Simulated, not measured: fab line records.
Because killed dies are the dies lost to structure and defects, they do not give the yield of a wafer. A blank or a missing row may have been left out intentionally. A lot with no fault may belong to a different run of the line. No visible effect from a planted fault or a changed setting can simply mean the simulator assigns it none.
fab line records + flow sfqLine
record
- lots=14
- wafers=42
- lastDay=80
route steps=325 shown M5@206
lots that met no fault: from a run of the same line without faults
startH: hours from the record's first day to the start of the lot's first wafer shown + waitH: how many hours have passed since the lot's step before this one + " same as the row above + L1.1+2: one row covering several wafers at once + - either no value or no given start + * or withheld: withheld + < > ~ a bound
route shown NAME@n: a module of which the file shows steps, and the number in the route of the first + usual: average and standard deviation across the fault-free wafers + same: alike in all rows + chamber/n: place in a boat + sites: readings site by site + _std_site: standard deviation across them + _edge_site: mean of outer sites minus mean of inner sites + radiusMm: how far each site lies from the wafer's centre + mask NAME#n: copy n + behind: the last tool/chamber to shape the wafer + hold: why the lot was held/for how many hours/how that ended + device: which transistor (n, p or np) failed to switch + end of line: the same wafers' tests at the end of the route + a step with no rows: only its recipe + killed: count of dies lost to structure and defects at first sort (not the wafer's yield) + map: a wafer's dies, marking killed ones x, the rest . and places with no die _
set.NAME: the setting as run; set.NAME@STEP: as run at that earlier step + model.NAME: the simulator's own value behind a step, which no gauge read
the route's steps for a sample of lots (tables are steps, rows are wafers)
services: when a tool's chamber went out of use (startH, in hours from the record's first day, below 0 if earlier), for how many hours, and the reason
## steps
# step SFQ_TRILAYER_M5_ETCH_METAL_ETCH_126
# recipe
- target=Nb
- stopOn=SiO2
- maskMaterial=PR
- overEtchFrac=0.15
- timeS=203.2
- chemistry=Cl2/BCl3
- targetDepthNm=265
- icpW=600
- biasW=80
- pressureMtorr=10
# usual
- biasW=79.96/0.23
- drypumpMotorCurrentA=5.5/0.3
- oesProductAu=0.728/0.0063
| lot.wafer | tool        | chamber | startH  | waitH | biasW | drypumpMotorCurrentA | oesProductAu | rfHoursCounterH |
|-----------|-------------|---------|---------|-------|-------|----------------------|--------------|-----------------|
| L641.1    | rieMetal-03 | 0       | 1070.36 | 0.0   | 80.14 | 5.3                  | 0.725        | 96              |
| L641.3    | "           | 0       | "       | "     | 80.53 | 5.3                  | 0.725        | -               |
| L641.4    | "           | 1       | "       | "     | 79.96 | 5.4                  | 0.726        | -               |
| L643.2    | rieMetal-01 | 1       | 1084.88 | 0.1   | 79.97 | 5.2                  | 0.729        | -               |
| L643.3    | "           | 1       | "       | "     | 80.06 | 5.2                  | 0.740        | -               |
| L643.4    | "           | 1       | "       | "     | 80.15 | 5.2                  | 0.724        | -               |
| L645.4    | rieMetal-03 | 1       | 1129.92 | 0.1   | 80.11 | 5.4                  | 0.722        | -               |
| L645.5    | "           | 1       | "       | "     | 79.66 | 5.4                  | 0.725        | -               |
| L645.6    | "           | 0       | "       | "     | 79.54 | 5.3                  | 0.721        | -               |
| L647.1    | rieMetal-01 | 0       | 1151.58 | 0.0   | 79.67 | 5.0                  | 0.722        | 7               |
| L647.2    | "           | 1       | "       | "     | 80.00 | 5.2                  | 0.735        | 142             |
| L647.4    | "           | 1       | "       | "     | 79.68 | 5.2                  | 0.735        | -               |
| L650.4    | rieMetal-01 | 0       | 1326.85 | 0.1   | 79.64 | 5.1                  | 0.731        | -               |
| L650.5    | "           | 0       | "       | "     | 80.18 | 5.1                  | 0.732        | -               |
| L650.6    | "           | 1       | "       | "     | 80.02 | 5.2                  | 0.725        | -               |
| L652.1    | rieMetal-01 | 1       | 1343.31 | 0.0   | 89.73 | 5.1                  | 0.714        | 8               |
| L652.2    | "           | 0       | "       | "     | 90.08 | 5.1                  | 0.720        | 30              |
| L652.4    | "           | 0       | "       | "     | 89.77 | 5.1                  | 0.718        | -               |
| L653.1    | rieMetal-02 | 0       | 1346.91 | 0.0   | 80.02 | 5.8                  | 0.722        | 63              |
| L653.3    | "           | 1       | "       | "     | 80.24 | 6.0                  | 0.727        | -               |
| L653.4    | "           | 0       | "       | "     | 80.01 | 5.8                  | 0.728        | -               |
| L655.1    | rieMetal-01 | 0       | 1368.78 | 0.0   | 89.90 | 5.1                  | 0.726        | 34              |
| L655.3    | "           | 1       | "       | "     | 89.37 | 5.2                  | 0.725        | -               |
| L655.6    | "           | 1       | "       | "     | 89.80 | 5.2                  | 0.729        | -               |
| L657.1    | rieMetal-02 | 1       | 1386.78 | 0.0   | 79.68 | 5.9                  | 0.736        | 23              |
| L657.2    | "           | 0       | "       | "     | 79.84 | 5.8                  | 0.728        | 67              |
| L657.5    | "           | 0       | "       | "     | 79.73 | 5.8                  | 0.720        | -               |
| L659.1    | rieMetal-03 | 1       | 1409.64 | 0.1   | 80.18 | 5.4                  | 0.724        | 129             |
| L659.4    | "           | 1       | "       | "     | 79.77 | 5.4                  | 0.726        | -               |
| L659.6    | "           | 1       | "       | "     | 79.85 | 5.4                  | 0.738        | -               |
| L660.2    | rieMetal-02 | 0       | 1437.45 | 0.0   | 79.90 | 5.7                  | 0.729        | 73              |
| L660.3    | "           | 0       | "       | "     | 79.84 | 5.7                  | 0.720        | -               |
| L660.5    | "           | 1       | "       | "     | 79.92 | 5.9                  | 0.729        | -               |
| L661.2    | rieMetal-01 | 0       | 1443.47 | 0.1   | 80.01 | 5.1                  | 0.733        | 43              |
| L661.4    | "           | 0       | "       | "     | 80.19 | 5.1                  | 0.725        | -               |
| L661.5    | "           | 0       | "       | "     | 80.08 | 5.1                  | 0.732        | -               |
| L662.1    | rieMetal-03 | 1       | 1444.65 | 0.0   | 79.91 | 5.4                  | 0.722        | 134             |
| L662.2    | "           | 0       | "       | "     | 79.63 | 5.3                  | 0.728        | 140             |
| L662.6    | "           | 1       | "       | "     | 80.04 | 5.4                  | 0.735        | -               |
| L663.2    | rieMetal-02 | 1       | 1452.00 | 0.0   | 79.88 | 5.9                  | 0.728        | 31              |
| L663.4    | "           | 1       | "       | "     | 79.97 | 5.9                  | 0.727        | -               |
| L663.6    | "           | 1       | "       | "     | 80.10 | 5.9                  | 0.720        | -               |
## services
| tool        | chamber | startH  | hours | kind                        |
|-------------|---------|---------|-------|-----------------------------|
| rieMetal-01 | 0       | 1056.92 | 15.5  | repair                      |
| rieMetal-02 | 0       | 1059.60 | 20.6  | repair                      |
| rieMetal-01 | 0       | 1072.85 | -     | clean                       |
| rieMetal-01 | 0       | 1072.85 | -     | consumableReplace:focusRing |
| rieMetal-01 | 0       | 1072.85 | 14.1  | scheduledDown               |
| rieMetal-01 | 0       | 1072.85 | 14.1  | ventCycle                   |
| rieMetal-03 | 1       | 1079.16 | 8.3   | repair                      |
| rieMetal-02 | 1       | 1103.49 | 5.7   | repair                      |
| rieMetal-02 | -       | 1124.02 | 2.8   | pm                          |
| rieMetal-03 | -       | 1134.19 | 2.8   | pm                          |
| rieMetal-03 | -       | 1197.77 | 1.3   | repair                      |
| rieMetal-02 | 1       | 1245.18 | 11.8  | repair                      |
| rieMetal-01 | 1       | 1249.89 | -     | clean                       |
| rieMetal-01 | 1       | 1249.89 | -     | consumableReplace:focusRing |
| rieMetal-01 | 1       | 1249.89 | 25.7  | scheduledDown               |
| rieMetal-02 | -       | 1280.43 | 2.0   | repair                      |
| rieMetal-01 | 1       | 1281.49 | 6.9   | repair                      |
| rieMetal-02 | 1       | 1312.15 | 21.1  | repair                      |
| rieMetal-03 | -       | 1357.59 | 0.9   | repair                      |
| rieMetal-02 | -       | 1363.36 | 14.6  | pm                          |
| rieMetal-01 | -       | 1379.99 | 0.9   | repair                      |
| rieMetal-03 | -       | 1391.84 | 1.2   | repair                      |
| rieMetal-03 | 0       | 1400.56 | 18.8  | repair                      |
| rieMetal-01 | -       | 1420.45 | 0.4   | repair                      |
## key
firstSign
- step=SFQ_TRILAYER_M5_ETCH_METAL_ETCH_126
- reading=biasW
- direction=up
- sigmas=43
- usual=79.96
- struck=89.77
effect none on later readings
metAt SFQ_TRILAYER_M5_ETCH_METAL_ETCH_126
struckLots L652,L655
onsetBetween 1326.85 1343.31
fault
- kind=processParameterDrift
- tool=rieMetal-01
- chamber=-
- onsetH=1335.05
- steps=SFQ_TRILAYER_M5_ETCH_METAL_ETCH_126
- channel=biasW
- offset=9.7987
- shape=step
- endH=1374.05
- actsIn=theseRecipesOnly
- stated=80
